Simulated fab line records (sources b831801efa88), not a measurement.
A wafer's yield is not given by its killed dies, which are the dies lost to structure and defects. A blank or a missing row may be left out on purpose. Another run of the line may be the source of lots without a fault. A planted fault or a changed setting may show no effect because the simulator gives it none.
Chamber matching	flow gf180mcu	4 sister chambers for GF_V1_CMP_04 on cmp-01
The step polishes SiO2. 4 wafers are shown with their chamber, then 8 later ones without.

WAFERS WITH THEIR CHAMBER
wafer	chamber	motor current A (A)
L683.1	1	11.8
L694.4	0	11.3
L694.5	2	11.6
L695.1	3	12.8

WAFERS WITHOUT THEIR CHAMBER
wafer	motor current A (A)
L695.4	11.6
L695.6	10.7
L696.2	11.4
L696.4	11.4
L696.5	11.9
L697.2	13.6
L697.4	11.3
L697.5	11.0

CHAMBER TAKEN BY EACH
wafer	from the rows above	in truth
L695.4	can't be placed: 2 or 1 or 0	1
L695.6	can't be placed: 0 or 2 or 1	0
L696.2	can't be placed: 0 or 2 or 1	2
L696.4	can't be placed: 0 or 2 or 1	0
L696.5	can't be placed: 1 or 2 or 0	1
L697.2	3	3
L697.4	can't be placed: 0 or 2 or 1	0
L697.5	can't be placed: 0 or 2 or 1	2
Correct placement for 1 of the 8. Not placeable from these rows: 7 (in 7, the candidates include the true chamber). Wrongly placed: 0.
How it was worked out, from the rows above alone: a wafer's distance from a chamber is the root of the sum, over the readings, of the square of ((its reading less the chamber's mean) divided by the reading's scatter). The wafer belongs to the nearest chamber; if the next one is less than 2 further off, it can't be placed. A chamber's mean is the mean of its shown wafers. The scatter: root of mean squared gap, hidden wafer to nearest shown wafer, with one shown wafer a chamber.
